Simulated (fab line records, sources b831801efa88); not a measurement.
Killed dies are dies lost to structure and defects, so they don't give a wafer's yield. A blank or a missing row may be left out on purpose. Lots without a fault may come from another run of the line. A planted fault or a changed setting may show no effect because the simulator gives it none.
fab line records | flow sfq_line
record lots=12 wafers=36 last_day=87
route steps=325 shown L0V@16
lots that met no fault: from a run of the same line without faults
start_h: hours from the record's first day to the start of the lot's first wafer shown | wait_h: hours since the lot's step before | " the same as in the row above | L1.1+2: a row that stands for several wafers | - no value, or no start given | * or withheld: withheld | < > ~ a bound
route shown NAME@n: a module of which the file shows steps, and the number in the route of the first | usual: mean/standard deviation of fault-free wafers | same: alike in all rows | chamber/n: place in a boat | sites: the reading at each site | _std_site: their standard deviation | _edge_site: outer sites' mean less inner sites' | radius_mm: how far each site lies from the wafer's centre | mask NAME#n: copy n | behind: the tool/chamber that last shaped the wafer | hold: why the lot was held/for how many hours/how that ended | device: the transistor (n, p or np) that didn't switch | end of line: the same wafers' tests at the end of the route | a step without rows: its recipe alone | killed: dies lost to structure and defects at the first sort, not the wafer's yield | map: a wafer's dies, x killed, . not, _ none there
set.NAME: the setting as run; set.NAME@STEP: as run at that earlier step | model.NAME: the simulator's own value behind a step, which no gauge read
steps of the route over a sample of lots; a table a step, a row a wafer
services: from which hour (start_h, from the record's first day; less than 0 if before it) a tool's chamber was out of use, for how many hours, and why
## steps
# step SFQ_TRILAYER_L0_CAP_PECVD_011
# recipe material=SiO2 temp_c=150 time_s=13.333 pressure_torr=2.4 rf_w=183.3 precursor=SiH4/N2O target_thk_nm=60
# usual heater_power_w=91/21 showerhead_vpp_V=825/46 throttle_valve_pct=24.6/1.3
# columns lot.wafer tool chamber start_h wait_h heater_power_w showerhead_vpp_V throttle_valve_pct
L583.2 pecvd-03 1 38.72 0.0 74 825 24.7
L583.4 " 2 " " 134 837 22.1
L583.6 " 1 " " 75 808 24.7
L584.1 pecvd-02 0 39.92 0.0 88 845 24.6
L584.3 " 2 " " 69 901 25.2
L584.6 " 2 " " 71 915 25.3
L585.1 pecvd-02 1 44.52 0.0 66 818 24.8
L585.3 " 2 " " 75 905 25.3
L585.4 " 0 " " 70 838 24.6
L586.1 pecvd-04 2 56.96 0.0 144 831 26.2
L586.2 " 0 " " 94 748 26.7
L586.5 " 0 " " 92 757 26.6
L591.2 pecvd-02 1 82.89 0.0 82 836 24.6
L591.3 " 1 " " 80 835 24.8
L591.6 " 1 " " 80 826 25.2
L592.1 pecvd-02 2 87.69 0.0 65 896 25.4
L592.3 " 2 " " 65 890 25.4
L592.6 " 1 " " 74 833 24.9
L597.1 pecvd-03 2 108.09 0.0 114 833 22.2
L597.3 " 0 " " 101 764 23.2
L597.5 " 2 " " 112 819 22.3
L599.1 pecvd-04 0 117.69 0.0 104 761 26.9
L599.2 " 1 " " 96 804 24.2
L599.3 " 2 " " 139 831 26.6
L600.1 pecvd-03 1 120.09 0.0 76 806 25.1
L600.3 " 2 " " 116 823 22.4
L600.6 " 2 " " 117 818 22.3
L601.2 pecvd-03 1 132.15 0.0 67 834 25.2
L601.5 " 1 " " 68 819 24.9
L601.6 " 2 " " 121 838 22.4
L604.1 pecvd-03 2 145.35 0.0 119 835 22.5
L604.3 " 1 " " 72 818 24.8
L604.6 " 1 " " 74 818 24.9
L606.1 pecvd-04 2 153.75 0.0 140 815 26.6
L606.2 " 1 " " 107 820 24.1
L606.3 " 0 " " 96 757 27.0
# step SFQ_TRILAYER_L0_VIA_ETCH_VIA_ETCH_016
# recipe target=SiO2 stop_on=MoNx_KI mask_material=PR chemistry=CHF3 target_depth_nm=80 source_w=500 bias_w=80 pressure_mtorr=30 time_s=withheld
# usual drypump_motor_current_A=5.8/0.52 oes_product_au=0.843/0.0077
# columns lot.wafer tool chamber start_h wait_h drypump_motor_current_A oes_product_au
L583.2 rie_diel-04 1 68.14 0.0 5.7 0.833
L583.4 " 2 " " 6.2 0.851
L583.6 " 1 " " 5.7 0.848
L584.1 rie_diel-03 3 69.54 0.0 4.7 0.846
L584.3 " 0 " " 5.8 0.846
L584.6 " 2 " " 5.7 0.843
L585.1 rie_diel-03 2 74.89 0.0 5.7 0.839
L585.3 " 0 " " 5.8 0.840
L585.4 " 3 " " 4.8 0.857
L586.1 rie_diel-03 0 84.49 0.0 5.7 0.837
L586.2 " 1 " " 6.6 0.848
L586.5 " 1 " " 6.5 0.855
L591.2 rie_diel-03 1 108.49 0.0 6.6 0.995
L591.3 " 0 " " 5.8 1.016
L591.6 " 1 " " 6.6 1.014
L592.1 rie_diel-03 0 112.09 0.0 5.8 0.841
L592.3 " 3 " " 4.8 0.847
L592.6 " 3 " " 4.7 1.000
L597.1 rie_diel-03 0 134.94 0.0 5.7 0.841
L597.3 " 2 " " 5.7 0.829
L597.5 " 0 " " 5.7 0.848
L599.1 rie_diel-03 2 143.34 0.0 5.7 0.841
L599.2 " 3 " " 4.8 0.842
L599.3 " 0 " " 5.7 0.847
L600.1 rie_diel-02 3 146.94 0.0 5.6 0.834
L600.3 " 0 " " 5.8 0.840
L600.6 " 2 " " 6.0 0.843
L601.2 rie_diel-03 2 156.54 0.0 5.7 0.830
L601.5 " 3 " " 4.8 0.838
L601.6 " 0 " " 5.8 0.842
L604.1 rie_diel-04 0 168.54 0.0 6.5 0.839
L604.3 " 3 " " 6.3 0.841
L604.6 " 0 " " 6.6 0.854
L606.1 rie_diel-03 0 175.74 0.0 5.8 0.843
L606.2 " 3 " " 4.8 0.849
L606.3 " 2 " " 5.7 0.843
## services
# columns tool chamber start_h hours kind
rie_diel-02 3 17.87 8.6 repair
rie_diel-02 0 42.35 1.4 repair
pecvd-02 0 52.47 50.7 repair
rie_diel-04 3 59.46 20.9 repair
pecvd-04 2 69.74 10.4 repair
rie_diel-04 2 81.73 3.1 repair
rie_diel-03 1 88.09 4.1 repair
rie_diel-02 3 118.47 4.0 repair
rie_diel-02 1 133.13 2.5 repair
pecvd-02 2 163.26 6.8 repair
pecvd-03 1 166.25 3.7 repair
pecvd-02 1 166.42 5.1 repair
## key
first_sign step=SFQ_TRILAYER_L0_VIA_ETCH_VIA_ETCH_016 reading=oes_product_au direction=up sigmas=21 usual=0.843 struck=1.006
effect none on later readings
met_at SFQ_TRILAYER_L0_CAP_PECVD_011
struck_lots L591,L592
struck_wafers L591.2,L591.3,L591.6,L592.6
onset_between 44.52 82.89
fault kind=process_parameter_drift tool=pecvd-02 chamber=1 onset_h=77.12 steps=SFQ_TRILAYER_L0_CAP_PECVD_011 channel=target_thk_nm offset=25.579 shape=step end_h=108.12 acts_in=these_recipes_only stated=60
